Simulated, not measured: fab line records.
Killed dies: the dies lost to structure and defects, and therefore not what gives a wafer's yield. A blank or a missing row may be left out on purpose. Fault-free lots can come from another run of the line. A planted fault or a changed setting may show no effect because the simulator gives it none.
Comparing a struck lot with a sound one :: flow gf180mcu :: 15 out of 602 route steps
Sound: wafers L454.2, L454.3, L454.6. The struck wafers were L465.2, L465.4, L465.5. The cause comes at the end.
For every step that has rows: the tool of each side, followed by ch and its chambers, followed by its first start. Under that, the readings that differ: sound wafers :: struck wafers :: difference of the means :: sigmas: that difference in standard deviations of wafers without a fault.
alike: same words and numbers on both sides, and readings whose means sit less than 2 such deviations apart. not compared: any withheld reading, any reading some wafer has no value for, any bound like >300 that may hide the same value, and any number with overlapping values for which the record gives no deviation.
The two part at a step that has a row with sigmas, a row that says differs or no value, or rows on one side only. When numbers do not overlap yet have no deviation, they are printed without sigmas and do not part them. A reading that every wafer of one side lacks parts them only if that side has two wafers or more.

first, 4 steps without rows for these wafers: GF_LVPWELL_SOFTBAKE_03; GF_LVPWELL_EXPOSE_04 (exposes mask LVPWELL, target cd 600 nm); GF_LVPWELL_PEB_05; GF_LVPWELL_DEVELOP_06 (develop time 60 s).
GF_LVPWELL_OVL_MEAS_07:
  struck on overlay-01, day 7 05:35; sound on overlay-01, day 4 18:23
  alike: LVPWELL_OVL
then, 2 steps without rows for these wafers: GF_LVPWELL_IMPLANT_08; GF_LVPWELL_IMPLANT_09.
GF_LVPWELL_STRIP_10: strips in O2/N2.
  sound on plasmaAsher-03 ch 1, day 4 18:43; struck on plasmaAsher-03 ch 0,1, day 7 05:55
  alike: drypumpMotorCurrentA, heaterPowerW, o2FlowSccm, oesProductAu, platenTempC, stripTimeToEndpointS
  not compared: rfHoursCounterH
GF_LVPWELL_TW_MEAS_11:
  struck on filmMetro-01, day 7 06:01; sound on filmMetro-02, day 4 18:49
  alike: LVPWELL_TW
then, 3 steps without rows for these wafers: GF_MVSD_DEHYDRATE_00 (time 60 s); GF_MVSD_HMDS_01 (prime time 60 s); GF_MVSD_COAT_02 (resist thk 3000 nm).
GF_MVSD_SOFTBAKE_03:
  sound on lithoTrack-01 ch 0, day 5 01:35; struck on lithoTrack-01 ch 0, day 7 14:02
reading: heaterPowerTotalW (W)
sound: 65.24 65.40 65.19
struck: 66.74 66.72 66.75
difference: +1.46
sigmas: +11

reading: plateTempC (C)
sound: 110.13 110.13 110.13
struck: 111.51 111.48 111.65
difference: +1.42
sigmas: +12
  alike: resistLineTempC
then, 2 steps without rows for these wafers: GF_MVSD_EXPOSE_04 (exposes mask MVSD, target cd 1000 nm); GF_PASSIVATION_PROBE_99.

== WHERE THEY PART ==
At GF_MVSD_SOFTBAKE_03 and nowhere else, as far as this record goes.

WHY: the cause the simulator had injected
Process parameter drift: lithoTrack-01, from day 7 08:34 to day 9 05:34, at GF_MVSD_SOFTBAKE_03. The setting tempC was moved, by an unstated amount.
